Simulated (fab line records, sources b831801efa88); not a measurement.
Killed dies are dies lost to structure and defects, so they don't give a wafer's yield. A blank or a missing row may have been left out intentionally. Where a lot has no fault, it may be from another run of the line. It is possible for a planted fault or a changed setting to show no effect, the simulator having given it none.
Code-filled problem report in 8D (eight disciplines) form || flow gf180mcu || the parts of the form that need people (team, actions taken, sign-off) are left out

## 1. THE ISSUE
At GF_V3_ETCH_17, bias-w averages 1419 W over 4 wafers from 3 lots, while fault-free wafers read 1200 W, standard deviation 3.7. Relative to the usual mean, that is a shift of +59 standard deviations.
The step: etches SiO2 in C4F8/O2/Ar, stops on TiN, target depth 635 nm.
First seen on wafer L796.1, day 26 20:00, on rie-diel-04. Wafers with a number at this step in the record: 21, from 7 lots. The rule behind "out" and "out of limits": a value lying over 4 standard deviations away from the usual mean. All remaining wafers that have a number are taken as sound.

## 2. WHAT IT IS AND WHAT IT IS NOT
{"question": "which readings at this step", "is": "bias-w", "is not": "oes-product-au"}
{"question": "which lots", "is": "L796, L797, L798", "is not": "L788, L792, L801, L805"}
{"question": "which wafers of those lots", "is": "L796.1, L797.2, L798.4, L798.5", "is not": "L796.2, L796.6, L797.1, L797.6, L798.6"}
{"question": "read on which tools", "is": "rie-diel-04", "is not": "rie-diel-02, rie-diel-03"}
{"question": "when", "is": "from day 26 20:00", "is not": "up to then (8 sound wafers); but 9 sound wafers of L797, L798, L801, L805 came after"}

## 3. WHAT RULES OUT EACH SUSPECT
Counting: a tool at a process step up to the reading stays a suspect if it ran every lot that is out. Sound lots after the first of them don't rule it out here, since some wafers of a struck lot are sound.
- rie-diel-04 at GF_V3_ETCH_16 (etches BARC in N2/H2): kept. It ran every lot that is out, first L796 (day 26 19:59); its last sound lot up to then is L792 (day 25 15:10).
- rie-diel-04 at GF_V3_ETCH_17 (etches SiO2 in C4F8/O2/Ar, stops on TiN, target depth 635 nm): kept. It ran every lot that is out, first L796 (day 26 20:00); its last sound lot up to then is L792 (day 25 15:00). Out on those wafers are its own readings of bias-w.
- In rie-diel-04 at GF_V3_ETCH_16, the wafers that are out were processed in chamber 1 and their sound lot-mates in chambers 0, 2, 3.
- In rie-diel-04 at GF_V3_ETCH_17, the wafers that are out were processed in chamber 1 and their sound lot-mates in chambers 0, 2, 3.
Left after counting: rie-diel-04 at GF_V3_ETCH_16, rie-diel-04 at GF_V3_ETCH_17.

## 4. THE CAUSE (what the simulator had put in)
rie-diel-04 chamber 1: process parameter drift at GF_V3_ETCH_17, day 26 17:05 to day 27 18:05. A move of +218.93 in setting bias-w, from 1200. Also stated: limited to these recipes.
After counting, 2 suspects remain, this tool included.

## 5. THE EFFECT CHAIN, in route order
One row per reading whose mean, taken over the struck wafers that have a number, lies over 3 standard deviations from the usual. Readings are gone through only where the record gives a usual standard deviation; hours: the median, over the lots, of the time from a lot's start at the first step in this table giving one to that lot's start at this step; sigmas: the change measured in usual standard deviations.
{"hours": 0, "step": "GF_V3_ETCH_17", "reading": "bias-w", "usual": "1200 W", "on struck wafers": 1419, "change": "+219", "sigmas": "+59"}
Process steps it contains:
- GF_V3_ETCH_17: etches SiO2 in C4F8/O2/Ar, stops on TiN, target depth 635 nm.

## 6. HOW IT WOULD HAVE BEEN CAUGHT EARLIER
The fault began at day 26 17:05; the first out-of-limits reading in this record came at day 26 20:00, 3 hours later.
